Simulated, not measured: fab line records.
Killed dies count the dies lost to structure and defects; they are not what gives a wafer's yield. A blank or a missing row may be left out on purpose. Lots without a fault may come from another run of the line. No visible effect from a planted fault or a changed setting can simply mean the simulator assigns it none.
Which of the tools did it? + flow gf180mcu + 33 wafers from 11 lots sampled at 5 of the route's 602 steps

WHAT EACH GAUGE READ, for each wafer
GF_DNWELL_TW_MEAS_09. Usual: for DNWELL_TW the level is 1363 and the standard deviation is 8.9.
| lot  | measured    | on            | DNWELL_TW      | flag |
|------|-------------|---------------|----------------|------|
| L710 | day 2 19:47 | film metro-01 | 1366 1361 1364 |      |
| L711 | day 3 00:18 | film metro-01 | 1363 1365 1364 |      |
| L712 | day 3 06:04 | film metro-01 | 1358 1363 1356 |      |
| L713 | day 3 11:32 | film metro-04 | 1381 1371 1377 |      |
| L719 | day 4 21:51 | film metro-03 | 1361 1358 1351 |      |
| L723 | day 5 18:27 | film metro-04 | 1371 1370 1378 |      |
| L725 | day 6 02:08 | film metro-03 | 1381 1377 1373 |      |
| L726 | day 6 07:53 | film metro-01 | 1349 1350 1358 |      |
| L727 | day 6 12:20 | film metro-03 | 1361 1368 1355 |      |
| L732 | day 7 14:57 | film metro-04 | 1359 1354 1351 |      |
| L733 | day 8 04:04 | film metro-03 | 1362 1355 1356 |      |

GF_NWELL_OVL_MEAS_07. Usual: for NWELL_OVL the level is -0.6 nm and the standard deviation is 1.5.
| lot  | measured    | on         | NWELL_OVL (nm) | flag |
|------|-------------|------------|----------------|------|
| L710 | day 3 08:15 | overlay-01 | 0.6 1.1 -1.0   |      |
| L711 | day 3 12:42 | overlay-02 | -0.7 0.1 -0.8  |      |
| L712 | day 3 18:31 | overlay-01 | -2.3 -0.6 -1.6 |      |
| L713 | day 4 00:23 | overlay-02 | 0.4 0.8 -2.1   |      |
| L719 | day 5 12:09 | overlay-02 | -0.7 2.1 -0.7  |      |
| L723 | day 6 09:07 | overlay-02 | -2.2 -2.2 -2.5 |      |
| L725 | day 6 17:17 | overlay-01 | 0.2 -1.1 -2.1  |      |
| L726 | day 6 22:56 | overlay-01 | -1.8 0.5 -0.6  |      |
| L727 | day 7 03:53 | overlay-02 | -0.6 -0.5 0.1  |      |
| L732 | day 8 07:08 | overlay-02 | 0.6 1.4 -0.9   |      |
| L733 | day 8 21:45 | overlay-01 | -1.5 -1.6 -1.4 |      |

GF_VT_IMPLANT_TW_MEAS_21. Usual: for VT_IMPLANT_2_TW the level is 1217 and the standard deviation is 9.9.
| lot  | measured     | on            | VT_IMPLANT_2_TW               | flag |
|------|--------------|---------------|-------------------------------|------|
| L710 | day 6 07:11  | film metro-03 | 1228 1230 1228                |      |
| L711 | day 6 10:54  | film metro-01 | 1224 1218 1223                |      |
| L712 | day 6 18:09  | film metro-02 | 1209 1208 1206                |      |
| L713 | day 7 01:29  | film metro-03 | 1229 1237 1232                |      |
| L719 | day 8 19:05  | film metro-02 | 1128 1129 1130 1127 1128 1128 | OFF  |
| L723 | day 9 20:17  | film metro-03 | 1149 1143 1143 1152 1146 1149 | OFF  |
| L725 | day 10 05:58 | film metro-01 | 1205 1207 1210                |      |
| L726 | day 10 13:37 | film metro-01 | 1213 1208 1212                |      |
| L727 | day 10 18:47 | film metro-01 | 1215 1209 1213                |      |
| L732 | day 12 01:26 | film metro-03 | 1225 1228 1227                |      |
| L733 | day 12 18:57 | film metro-02 | 1212 1216 1208                |      |

WHAT TOOL EACH LOT RAN ON (gives the tool, then ch and the chambers of the sampled wafers, and finally the start)
| lot  | GF_VT_IMPLANT_STRIP_09               | GF_VT_IMPLANT_IMPLANT_19        |
|------|--------------------------------------|---------------------------------|
| L710 | plasma asher-03 ch 0,1, day 5 16:34  | implanter-02 ch 0, day 6 06:58  |
| L711 | plasma asher-01 ch 0,1, day 5 19:43  | implanter-02 ch 0, day 6 10:41  |
| L712 | plasma asher-01 ch 0,1, day 6 02:40  | implanter-01 ch 0, day 6 17:56  |
| L713 | plasma asher-02 ch 0,1, day 6 09:53  | implanter-03 ch 0, day 7 01:14  |
| L719 | plasma asher-01 ch 0,1, day 8 02:28  | implanter-02 ch 0, day 8 18:49  |
| L723 | plasma asher-02 ch 0,1, day 9 02:40  | implanter-02 ch 0, day 9 20:04  |
| L725 | plasma asher-02 ch 0,1, day 9 12:04  | implanter-01 ch 0, day 10 05:43 |
| L726 | plasma asher-02 ch 0,1, day 9 19:55  | implanter-01 ch 0, day 10 13:22 |
| L727 | plasma asher-01 ch 0,1, day 10 00:37 | implanter-03 ch 0, day 10 18:33 |
| L732 | plasma asher-01 ch 0,1, day 11 06:40 | implanter-02 ch 0, day 12 01:12 |
| L733 | plasma asher-03 ch 0,1, day 11 23:52 | implanter-02 ch 0, day 12 18:44 |
- GF_VT_IMPLANT_STRIP_09: strips in O2/N2.
- GF_VT_IMPLANT_IMPLANT_19

WHAT THE TOOLS THEMSELVES READ (means of the sampled wafers that have a number; where no wafer has one, the mark that the record gives instead)
GF_VT_IMPLANT_STRIP_09. Usual: drypump motor current A 5.9 A, standard deviation 0.34; heater power w 338 W, standard deviation 18; n2 flow sccm 300.1 sccm, standard deviation 0.99; o2 flow sccm 2999 sccm, standard deviation 8.3; oes product au 0.716 a.u., standard deviation 0.0047; strip time to endpoint s 12.63 s, standard deviation 0.034.
| lot  | tool            | drypump motor current A (A) | heater power w (W) | n2 flow sccm (sccm) | o2 flow sccm (sccm) | oes product au (a.u.) | strip time to endpoint s (s) | flag |
|------|-----------------|-----------------------------|--------------------|---------------------|---------------------|-----------------------|------------------------------|------|
| L710 | plasma asher-03 | 6.0                         | 335                | 300.2               | 3000                | 0.719                 | 12.64                        |      |
| L711 | plasma asher-01 | 6.0                         | 337                | 300.0               | 2999                | 0.715                 | 12.60                        |      |
| L712 | plasma asher-01 | 6.0                         | 330                | 299.8               | 3005                | 0.717                 | 12.61                        |      |
| L713 | plasma asher-02 | 5.6                         | 357                | 300.5               | 2997                | 0.713                 | 12.59                        |      |
| L719 | plasma asher-01 | 6.0                         | 342                | 299.5               | 2999                | 0.718                 | 12.66                        |      |
| L723 | plasma asher-02 | 5.6                         | 354                | 300.0               | 3004                | 0.720                 | 12.63                        |      |
| L725 | plasma asher-02 | 5.6                         | 354                | 301.0               | 3005                | 0.715                 | 12.68                        |      |
| L726 | plasma asher-02 | 5.9                         | 337                | 300.6               | 2996                | 0.715                 | 12.65                        |      |
| L727 | plasma asher-01 | 6.0                         | 332                | 300.0               | 2996                | 0.718                 | 12.64                        |      |
| L732 | plasma asher-01 | 6.0                         | 329                | 300.0               | 2998                | 0.719                 | 12.59                        |      |
| L733 | plasma asher-03 | 6.0                         | 333                | 299.3               | 2998                | 0.715                 | 12.57                        |      |

GF_VT_IMPLANT_IMPLANT_19. Usual: dose ions cm2 4.35e+12, standard deviation 4.4e+09; faraday current uA 24.5, standard deviation 0.46.
| lot  | tool         | dose ions cm2 | faraday current uA | flag |
|------|--------------|---------------|--------------------|------|
| L710 | implanter-02 | 4.35e+12      | 24.5               |      |
| L711 | implanter-02 | 4.35e+12      | 24.6               |      |
| L712 | implanter-01 | 4.35e+12      | 24.1               |      |
| L713 | implanter-03 | 4.35e+12      | 24.2               |      |
| L719 | implanter-02 | 3.53e+12      | 19.7               | OFF  |
| L723 | implanter-02 | 3.53e+12      | 20.0               | OFF  |
| L725 | implanter-01 | 4.35e+12      | 24.5               |      |
| L726 | implanter-01 | 4.35e+12      | 24.6               |      |
| L727 | implanter-03 | 4.35e+12      | 25.0               |      |
| L732 | implanter-02 | 4.35e+12      | 24.5               |      |
| L733 | implanter-02 | 4.35e+12      | 23.9               |      |

THE ANSWER, worked out from the rows above alone
Rule: a lot counts as off when the mean over its wafers that have a number is more than 3 standard deviations away from the usual mean. A lot without any number at a reading at which 4 lots or more have one is off too. Any other lot the step has rows for is counted as sound. Order of review: gauges by route order, followed by the tools' own readings, for which a lot's mean as printed above is used. The first step at which some lot is off is used, and at that step the reading that is off furthest; a lot without a number counts as furthest.
Off: L719, L723, at GF_VT_IMPLANT_TW_MEAS_21 (VT_IMPLANT_2_TW).
If a tool, at a process step before that reading, ran all the lots that are off and no sound lot after the first of them, it fits. The gauges at GF_VT_IMPLANT_TW_MEAS_21 aren't tried: what is off there is off at GF_VT_IMPLANT_IMPLANT_19 too, on other tools, and a gauge's error can't cause that. Not one of the candidates tried fits.

WHAT THE SIMULATOR HAD PUT IN
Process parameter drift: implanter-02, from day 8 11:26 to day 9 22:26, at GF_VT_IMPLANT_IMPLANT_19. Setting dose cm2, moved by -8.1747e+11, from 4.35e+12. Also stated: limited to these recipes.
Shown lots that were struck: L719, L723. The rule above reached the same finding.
